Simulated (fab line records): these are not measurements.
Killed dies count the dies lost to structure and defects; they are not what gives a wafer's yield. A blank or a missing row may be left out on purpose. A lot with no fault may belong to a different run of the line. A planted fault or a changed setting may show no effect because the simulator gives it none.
fab line records + flow sky130
record
- lots=4
- wafers=12
- last-day=49
route steps=708 shown METAL2@497 VIA2@507 METAL3@532 CAPM@537 PAD_OPEN@708
lots that met no fault: taken from a fault-free run of the same line
start-h: the number of hours between the record's first day and the start of the first shown wafer of the lot + wait-h: how many hours have passed since the lot's step before this one + " the same as in the row above + L1.1+2: a single row standing in for several wafers + - either no value or no given start + * or withheld: withheld + < > ~ a bound
route shown NAME@n: names a module that has steps shown in the file, with the first one's number in the route + usual: the fault-free wafers' mean and standard deviation + same: alike in all rows + chamber/n: place in a boat + sites: per-site readings + _std_site: standard deviation across them + _edge_site: mean of outer sites minus mean of inner sites + radius-mm: how far each site lies from the wafer's centre + mask NAME#n: copy n + behind: the last tool/chamber to shape the wafer + hold: cause of the lot's hold/its duration in hours/its outcome + device: whichever transistor did not switch (one of n, p or np) + end of line: the same wafers' tests at the end of the route + step lacking rows: just its recipe + killed: at the first sort, the dies lost to defects and structure; wafer yield is something else + map: dies across one wafer; x = killed, . = not, _ = none there
set.NAME: setting as actually run; set.NAME@STEP: the setting as run at that earlier step + model.NAME: the simulator's own value behind a step, which no gauge read
a table for each step, a row for each wafer; lots at some steps of the route
services: from which hour (start-h, from the record's first day; less than 0 if before it) a tool's chamber was out of use, for how many hours, and why
## steps
# step SKY_METAL2_DEVELOP_14
# recipe
- develop-time-s=60
- resist=KrF-thick
- dev-temp-c=21
# step SKY_METAL2_DESCUM_17
# recipe
- chemistry=O2
- source-power-w=150
- bias-power-w=0
- pressure-mtorr=10
- temp-c=40
- time-s=8
# step SKY_METAL2_ETCH_18
# recipe
- chemistry=N2/H2
- target=BARC
- ion-energy-ev=200
- bias-w=100
- pressure-mtorr=30
- n2-flow-sccm=100
- h2-flow-sccm=200
- icp-w=500
- stop-on=SiO2
- time-s=45.9
- target-depth-a=600
# step SKY_METAL2_METAL_ETCH_19
# recipe
- target-depth-a=3600
- stop-on=SiO2
- over-etch-frac=0.3
- time-s=78
- chemistry=Cl2/BCl3
- resist-sidewall-deg=88
- pressure-mtorr=10
- icp-w=900
- bias-w=48.5
- Cl2_flow_sccm=60
- bcl3-flow-sccm=30
# step SKY_METAL2_STRIP_20
# recipe
- chemistry=O2/N2
- power-w=1400
- pressure-mtorr=1500
- platen-temp-c=withheld
- o2-flow-sccm=3000
- n2-flow-sccm=300
- overash-fraction=0.5
# step SKY_METAL2_STRIP_21
# recipe
- chemistry=post-etch-residue-remover
- time-s=1200
- temp-c=72.5
# step SKY_METAL2_CLEAN_22
# recipe
- chemistry=IPA
- time-s=180
- temp-c=25
# step SKY_METAL2_CLEAN_23
# recipe
- chemistry=O3/DIW
- dry=n2-spin
# step SKY_VIA2_HDPCVD_00
# recipe
- material=SiO2
- target-thk-nm=1180
- sigma-open-frac=0.3
- time-s=196.7
- temp-c=400
- sih4-flow-sccm=60
- pressure-mtorr=6
# step SKY_VIA2_CMP_02
# recipe
- material=SiO2
- down-force-psi=4
- platen-rpm=60
- pad-velocity-m-s=0.94248
# usual
- motor-current-A=11.6/0.89
| lot.wafer | tool   | chamber | start-h | wait-h | motor-current-A | model.SiO2_of_VIA2_HDPCVD_00.thk-nm |
|-----------|--------|---------|---------|--------|-----------------|-------------------------------------|
| L978.3    | cmp-01 | 2       | 885.00  | 0.0    | 11.5            | 494.8                               |
| L978.4    | "      | 1       | "       | "      | 13.2            | 494.5                               |
| L978.5    | "      | 2       | "       | "      | 11.6            | 494.4                               |
| L982.4    | cmp-01 | 2       | 912.18  | 0.0    | 11.8            | 496.8                               |
| L982.3    | "      | 0       | "       | "      | 11.9            | 494.2                               |
| L982.6    | "      | 2       | "       | "      | 12.2            | 496.1                               |
| L984.4    | cmp-01 | 0       | 927.44  | 0.0    | 11.6            | 494.5                               |
| L984.1    | "      | 3       | "       | "      | 10.3            | 497                                 |
| L984.5    | "      | 0       | "       | "      | 11.2            | 618.1                               |
| L985.1    | cmp-01 | 0       | 949.27  | 0.1    | 11.3            | 493.5                               |
| L985.6    | "      | 3       | "       | "      | 10.4            | 495.8                               |
| L985.5    | "      | 0       | "       | "      | 11.8            | 617.8                               |
# step SKY_VIA2_DEHYDRATE_04
# recipe
- temp-c=200
- time-s=60
# step SKY_VIA2_HMDS_05
# recipe
- prime-time-s=60
- prime-temp-c=120
# step SKY_VIA2_COAT_06
# recipe
- resist=BARC
- temp-c=withheld
- time-s=withheld
- spin-rpm=3000
- resist-thk-nm=60
# step SKY_VIA2_COAT_07
# recipe
- resist=KrF-thick
- spin-rpm=3000
- resist-thk-nm=450
# step SKY_VIA2_SOFTBAKE_08
# recipe
- temp-c=100
- time-s=90
- resist=KrF-thick
# step SKY_VIA2_EXPOSE_09
# recipe
- mask-id=VIM2
- na=0.8
- source-shape=annular
- sigma-inner=0.55
- sigma-outer=0.85
- target-cd-nm=200
- dose-mj=38
# step SKY_VIA2_PEB_10
# recipe
- peb-temp-c=withheld
- peb-time-s=withheld
- resist=KrF-thick
# step SKY_VIA2_DEVELOP_11
# recipe
- develop-time-s=60
- resist=KrF-thick
- dev-temp-c=21
# step SKY_VIA2_ETCH_14
# recipe
- chemistry=N2/H2
- target=BARC
- ion-energy-ev=200
- source-w=500
- bias-w=100
- pressure-mtorr=30
- n2-flow-sccm=100
- h2-flow-sccm=200
- stop-on=SiO2
- time-s=45.9
- target-depth-a=600
# step SKY_VIA2_ETCH_15
# recipe
- target=SiO2
- chemistry=C4F8/O2/Ar
- target-depth-nm=546
- stop-on=TiN
- mask-material=KrF-thick
- source-w=1500
- bias-w=1200
- pressure-mtorr=40
- c4f8-flow-sccm=withheld
- O2_flow_sccm=6
- Ar_flow_sccm=300
- time-s=84
# usual
- oes-product-au=0.940/0.0044
| lot.wafer | tool        | chamber | start-h | wait-h | oes-product-au | model.etch.depth-nm | model.VIA2.feature-depth-nm |
|-----------|-------------|---------|---------|--------|----------------|---------------------|-----------------------------|
| L978.3    | rie-diel-04 | 0       | 910.49  | 0.0    | 0.947          | 494.8               | 494.8                       |
| L978.4    | "           | 3       | "       | "      | 0.941          | 494.5               | 494.5                       |
| L978.5    | "           | 2       | "       | "      | 0.938          | 494.4               | 494.4                       |
| L982.3    | rie-diel-04 | 2       | 937.74  | 0.0    | 0.933          | 494.2               | 494.2                       |
| L982.4    | "           | 0       | "       | "      | 0.945          | 496.8               | 496.8                       |
| L982.6    | "           | 2       | "       | "      | 0.945          | 496.1               | 496.1                       |
| L984.1    | rie-diel-04 | 2       | 952.26  | 0.0    | 0.939          | 497                 | 497                         |
| L984.4    | "           | 0       | "       | "      | 0.940          | 494.5               | 494.5                       |
| L984.5    | "           | 2       | "       | "      | 1.010          | 558.1               | 558.1                       |
| L985.1    | rie-diel-01 | 0       | 974.78  | 0.0    | 0.937          | 493.5               | 493.5                       |
| L985.5    | "           | 1       | "       | "      | 1.016          | 554.4               | 554.4                       |
| L985.6    | "           | 2       | "       | "      | 0.936          | 495.8               | 495.8                       |
# step SKY_VIA2_STRIP_16
# recipe
- chemistry=O2/N2
- power-w=1400
- pressure-mtorr=1500
- platen-temp-c=withheld
- o2-flow-sccm=3000
- n2-flow-sccm=300
- overash-fraction=0.5
# step SKY_VIA2_STRIP_17
# recipe
- chemistry=post-etch-residue-remover
- time-s=1200
- temp-c=72.5
# step SKY_VIA2_CLEAN_18
# recipe
- chemistry=IPA
- time-s=180
- temp-c=25
# step SKY_VIA2_CLEAN_19
# recipe
- chemistry=O3/DIW
- dry=n2-spin
# step SKY_VIA2_SPUTTER_20
# recipe
- material=TiN
- target-thk-nm=20
- chamber-pressure-pa=5
- power-w=4000
- time-s=80
# step SKY_VIA2_CVD_21
# recipe
- material=W
- target-thk-nm=420
- time-s=126.4
- temp-c=400
- pressure-torr=40
# step SKY_VIA2_CMP_24
# recipe
- stop-on=SiO2
- t-overpolish-s=20
- down-force-psi=3.5
- platen-rpm=60
- target-thk-nm=0
- pad-velocity-m-s=0.94248
# step SKY_METAL3_SPUTTER_00
# recipe
- material=Ti
- target-thk-nm=15
- power-w=3000
- time-s=10
- chamber-pressure-pa=0.4
# step SKY_METAL3_SPUTTER_01
# recipe
- material=TiN
- target-thk-nm=20
- power-w=6500
- time-s=16.7
- chamber-pressure-pa=0.4
# step SKY_METAL3_SPUTTER_02
# recipe
- material=AlCu
- target-thk-nm=735
- power-w=10600
- time-s=39.1
- chamber-pressure-pa=0.4
# step SKY_METAL3_SPUTTER_03
# recipe
- material=Ti
- target-thk-nm=5
- power-w=3000
- time-s=3.3
- chamber-pressure-pa=0.4
# step SKY_METAL3_SPUTTER_04
# recipe
- material=TiN
- target-thk-nm=70
- power-w=6500
- time-s=58.3
- chamber-pressure-pa=0.4
# step SKY_CAPM_CVD_00
# recipe
- material=SiO2
- target-thk-nm=15.5
- temp-c=400
- time-s=withheld
- rf-w=450
# step SKY_METAL3_METAL_ETCH_18
# recipe
- target-depth-a=8450
- stop-on=SiO2
- over-etch-frac=0.3
- time-s=183.1
- chemistry=Cl2/BCl3
- resist-sidewall-deg=88
- pressure-mtorr=10
- icp-w=900
- bias-w=48.5
- Cl2_flow_sccm=60
- bcl3-flow-sccm=30
# usual
- drypump-motor-current-A=5.8/0.32
- oes-product-au=0.868/0.006
- throttle-valve-pct=22.263/0.01
| lot.wafer | tool         | chamber | start-h | wait-h | drypump-motor-current-A | oes-product-au | rf-hours-counter-h | throttle-valve-pct | model.SiO2_of_VIA2_HDPCVD_00.thk-nm |
|-----------|--------------|---------|---------|--------|-------------------------|----------------|--------------------|--------------------|-------------------------------------|
| L978.3    | rie-metal-01 | 0       | 963.23  | 0.1    | 5.7                     | 0.856          | -                  | 22.272             | 465.3                               |
| L978.4    | "            | 1       | "       | "      | 5.3                     | 0.872          | -                  | 22.263             | 464.6                               |
| L978.5    | "            | 1       | "       | "      | 5.3                     | 0.872          | -                  | 22.263             | 464.4                               |
| L982.3    | rie-metal-01 | 0       | 989.59  | 0.1    | 5.7                     | 0.877          | -                  | 22.241             | 464.9                               |
| L982.4    | "            | 1       | "       | "      | 5.3                     | 0.867          | -                  | 22.263             | 467.2                               |
| L982.6    | "            | 0       | "       | "      | 5.7                     | 0.871          | -                  | 22.231             | 466.9                               |
| L984.1    | rie-metal-02 | 0       | 1004.07 | 0.0    | 6.1                     | 0.876          | 3                  | 22.271             | 467.1                               |
| L984.4    | "            | 0       | "       | "      | 6.1                     | 0.859          | -                  | 22.266             | 464.7                               |
| L984.5    | "            | 1       | "       | "      | 6.2                     | 0.869          | -                  | 22.250             | 587.1                               |
| L985.1    | rie-metal-02 | 0       | 1023.97 | 0.0    | 6.1                     | 0.873          | 4                  | 22.285             | 464                                 |
| L985.5    | "            | 1       | "       | "      | 6.2                     | 0.860          | -                  | 22.265             | 586.4                               |
| L985.6    | "            | 0       | "       | "      | 6.1                     | 0.872          | -                  | 22.254             | 466.3                               |
# step SKY_PAD_OPEN_PROBE_99
# usual
- defect-limited-yield=82.3/1.9
- killed_at_M0_to_M3=45/6.6
- killed_at_M4_up=3.1/1.6
- killed-at-contacts=24/5
- killed-at-front-end=14/4.4
- killed-at-other=0.3/0.58
- killed-dies=87/9.2
- killed-open=47/6.7
- killed-short=40/6.4
# same
- gross-dies=492
- killed-at-back-side=0
| lot.wafer | tool      | chamber | start-h | wait-h | defect-limited-yield[%] | killed_at_M0_to_M3 | killed_at_M4_up | killed-at-contacts | killed-at-front-end | killed-at-other | killed-dies | killed-open | killed-short | model.etest.tester.sort-n-pass | model.etest.tester.sort_bin_5_pct | model.etest.tester.sort-yield-pct | model.etest.res-pdiff.open | model.etest.field-p.open | model.etest.cap-li-to-poly.open | model.etest.res-pwell-under-gate.open | model.etest.sram-nfet-pass.under-floor |
|-----------|-----------|---------|---------|--------|-------------------------|--------------------|-----------------|--------------------|---------------------|-----------------|-------------|-------------|--------------|--------------------------------|-----------------------------------|-----------------------------------|----------------------------|--------------------------|---------------------------------|---------------------------------------|----------------------------------------|
| L978.3    | prober-02 | -       | 1126.25 | 0.2    | 83.5                    | 43                 | 3               | 16                 | 19                  | 0               | 81          | 46          | 35           | 411                            | 9.553                             | 83.54                             | 0                          | 0                        | 0                               | 0                                     | 0                                      |
| L978.4    | prober-02 | -       | 1126.30 | 0.2    | 83.7                    | 51                 | 3               | 15                 | 11                  | 0               | 80          | 42          | 38           | 412                            | 8.13                              | 83.74                             | 0                          | 0                        | 0                               | 0                                     | 0                                      |
| L978.5    | prober-02 | -       | 1126.35 | 0.2    | 80.9                    | 43                 | 3               | 23                 | 25                  | 0               | 94          | 50          | 44           | 398                            | 12.4                              | 80.89                             | 0                          | 0                        | 0                               | 0                                     | 0                                      |
| L982.3    | prober-02 | -       | 1146.23 | 0.2    | 83.1                    | 46                 | 4               | 25                 | 8                   | 0               | 83          | 40          | 43           | 409                            | 9.553                             | 83.13                             | 0                          | 0                        | 0                               | 0                                     | 0                                      |
| L982.4    | prober-02 | -       | 1146.28 | 0.2    | 81.7                    | 55                 | 2               | 20                 | 13                  | 0               | 90          | 49          | 41           | 402                            | 11.38                             | 81.71                             | 0                          | 0                        | 0                               | 0                                     | 0                                      |
| L982.6    | prober-02 | -       | 1146.38 | 0.2    | 83.3                    | 44                 | 3               | 19                 | 16                  | 0               | 82          | 40          | 42           | 410                            | 9.756                             | 83.33                             | 0                          | 0                        | 0                               | 0                                     | 0                                      |
| L984.1    | prober-02 | -       | 1157.11 | 0.1    | 85.2                    | 34                 | 3               | 25                 | 11                  | 0               | 73          | 37          | 36           | 419                            | 8.333                             | 85.16                             | 0                          | 0                        | 0                               | 0                                     | 0                                      |
| L984.4    | prober-02 | -       | 1157.26 | 0.2    | 80.7                    | 41                 | 5               | 21                 | 28                  | 0               | 95          | 58          | 37           | 397                            | 11.59                             | 80.69                             | 0                          | 0                        | 0                               | 0                                     | 0                                      |
| L984.5    | prober-02 | -       | 1157.31 | 0.2    | 79.5                    | 50                 | 6               | 29                 | 14                  | 2               | 101         | 53          | 48           | 0                              | 92.07                             | 0                                 | 1                          | 1                        | 1                               | 1                                     | 1                                      |
| L985.1    | prober-01 | -       | 1171.35 | 0.1    | 82.7                    | 43                 | 3               | 17                 | 22                  | 0               | 85          | 45          | 40           | 407                            | 11.99                             | 82.72                             | 0                          | 0                        | 0                               | 0                                     | 0                                      |
| L985.5    | prober-01 | -       | 1171.55 | 0.2    | 84.1                    | 33                 | 5               | 29                 | 11                  | 0               | 78          | 44          | 34           | 0                              | 91.87                             | 0                                 | 1                          | 1                        | 1                               | 1                                     | 1                                      |
| L985.6    | prober-01 | -       | 1171.60 | 0.2    | 79.7                    | 40                 | 2               | 38                 | 20                  | 0               | 100         | 52          | 48           | 392                            | 11.59                             | 79.67                             | 0                          | 0                        | 0                               | 0                                     | 0                                      |
# killed by level:class
L978.3 METAL2:geometric-particle:short=10 METAL1:geometric-particle:short=9 VIA1:geometric-particle:open=9 CONTACT:geometric-particle:open=7 VIA2:geometric-particle:open=7 POLY_GATE:geometric-particle:short=5 LI_CONTACT:geometric-particle:open=5 VIA3:geometric-particle:open=5
L978.4 VIA1:geometric-particle:open=16 METAL1:geometric-particle:short=9 CONTACT:geometric-particle:open=7 VIA2:geometric-particle:open=6 FIELD_ISO:geometric-particle:short=5 VIA1:geometric-particle:short=5 METAL2:geometric-particle:short=5 VIA2:geometric-particle:short=3
L978.5 CONTACT:geometric-particle:open=13 POLY_GATE:geometric-particle:short=9 VIA2:geometric-particle:open=9 VIA1:geometric-particle:open=7 METAL2:geometric-particle:short=7 POLY_GATE:geometric-particle:open=6 METAL1:geometric-particle:short=6 VIA3:geometric-particle:open=6
L982.3 VIA1:geometric-particle:open=13 CONTACT:geometric-particle:open=7 LI_CONTACT:geometric-particle:open=6 LOCAL_INTERCONNECT:geometric-particle:short=6 METAL1:geometric-particle:short=6 VIA3:geometric-particle:open=5 VIA1:geometric-particle:short=5 VIA2:geometric-particle:open=5
L982.4 CONTACT:geometric-particle:open=11 VIA2:geometric-particle:open=10 VIA3:geometric-particle:open=9 VIA1:geometric-particle:open=7 METAL3:geometric-particle:short=6 VIA1:geometric-particle:short=5 METAL2:geometric-particle:short=5 FIELD_ISO:geometric-particle:open=4
L982.6 CONTACT:geometric-particle:open=9 METAL2:geometric-particle:short=8 VIA3:geometric-particle:open=7 FIELD_ISO:geometric-particle:open=6 METAL1:geometric-particle:short=6 VIA2:geometric-particle:open=5 VIA1:geometric-particle:short=4 POLY_GATE:geometric-particle:short=4
L984.1 CONTACT:geometric-particle:open=9 VIA1:geometric-particle:open=8 LI_CONTACT:geometric-particle:open=7 METAL2:geometric-particle:short=6 CONTACT:geometric-particle:short=6 METAL1:geometric-particle:short=6 FIELD_ISO:geometric-particle:short=3 POLY_GATE:geometric-particle:short=3
L984.4 VIA1:geometric-particle:open=12 VIA3:geometric-particle:open=8 FIELD_ISO:geometric-particle:open=6 POLY_GATE:geometric-particle:short=6 POLY_GATE:geometric-particle:open=6 LI_CONTACT:geometric-particle:open=6 LOCAL_INTERCONNECT:geometric-particle:short=5 CONTACT:geometric-particle:open=5
L984.5 VIA1:geometric-particle:open=15 CONTACT:geometric-particle:open=10 CONTACT:geometric-particle:short=8 VIA2:geometric-particle:short=6 METAL1:geometric-particle:short=6 FIELD_ISO:geometric-particle:open=5 LI_CONTACT:geometric-particle:open=5 VIA2:geometric-particle:open=5
L985.1 VIA3:geometric-particle:short=8 CONTACT:geometric-particle:open=8 VIA1:geometric-particle:short=8 POLY_GATE:geometric-particle:open=7 VIA2:geometric-particle:open=6 VIA1:geometric-particle:open=6 LI_CONTACT:geometric-particle:open=5 POLY_GATE:geometric-particle:short=4
L985.5 CONTACT:geometric-particle:open=9 LI_CONTACT:geometric-particle:open=7 CONTACT:geometric-particle:short=6 VIA3:geometric-particle:open=6 VIA1:geometric-particle:open=5 VIA2:geometric-particle:open=5 POLY_GATE:geometric-particle:short=4 LOCAL_INTERCONNECT:geometric-particle:short=4
L985.6 LI_CONTACT:geometric-particle:open=10 CONTACT:geometric-particle:open=10 LOCAL_INTERCONNECT:geometric-particle:short=8 VIA1:geometric-particle:open=8 METAL1:geometric-particle:short=7 CONTACT:geometric-particle:short=5 METAL2:geometric-particle:short=5 VIA2:geometric-particle:short=5
## services
| tool         | chamber | start-h | hours | kind           |
|--------------|---------|---------|-------|----------------|
| rie-metal-01 | -       | 871.19  | 1.4   | pm             |
| cmp-01       | -       | 878.99  | 0.6   | repair         |
| rie-metal-01 | 0       | 879.31  | 26.7  | repair         |
| rie-metal-02 | 1       | 880.56  | 8.8   | repair         |
| rie-diel-01  | 3       | 897.86  | 12.5  | repair         |
| rie-metal-02 | 0       | 914.91  | -     | clean          |
| rie-metal-02 | 0       | 914.91  | 17.2  | scheduled-down |
| rie-metal-02 | 0       | 914.91  | 17.2  | vent-cycle     |
| rie-diel-01  | -       | 931.47  | 2.8   | pm             |
| rie-metal-02 | 0       | 938.93  | 4.4   | repair         |
| rie-diel-01  | 1       | 946.12  | 9.6   | repair         |
| rie-diel-01  | 3       | 968.76  | 23.0  | repair         |
| rie-diel-01  | 0       | 996.04  | -     | clean          |
| rie-diel-01  | 0       | 996.04  | 27.4  | scheduled-down |
| rie-diel-01  | 0       | 996.04  | 27.4  | vent-cycle     |
| rie-diel-04  | 0       | 996.09  | 1.3   | repair         |
| rie-diel-01  | 1       | 998.93  | 12.6  | repair         |
| rie-diel-04  | 2       | 1002.62 | 5.3   | repair         |
## key
first-sign
- step=SKY_VIA2_ETCH_15
- reading=oes-product-au
- direction=up
- sigmas=16
- usual=0.940
- struck=1.013
effect none on later readings
model-effect
- step=SKY_VIA2_CMP_02
- value=SiO2_of_VIA2_HDPCVD_00.thk-nm
- without=494.2
- struck=617.9
model-effect
- step=SKY_VIA2_ETCH_15
- value=etch.depth-nm
- without=494.2
- struck=556.3
model-effect
- step=SKY_METAL3_METAL_ETCH_18
- value=SiO2_of_VIA2_HDPCVD_00.thk-nm
- without=463
- struck=586.8
model-effect
- step=SKY_PAD_OPEN_PROBE_99
- value=etest.tester.sort-n-pass
- without=402.5
- struck=0
met-at SKY_VIA2_CMP_02
struck-wafers L984.5,L985.5
onset-between 912.18 927.44
fault
- kind=process-parameter-drift
- tool=cmp-01
- chamber=-
- onset-h=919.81
- steps=SKY_VIA2_CMP_02
- channel=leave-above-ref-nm
- offset=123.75
- shape=step
- end-h=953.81
- scope=struck-wafers-only
- acts-in=these-recipes-only
- stated=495
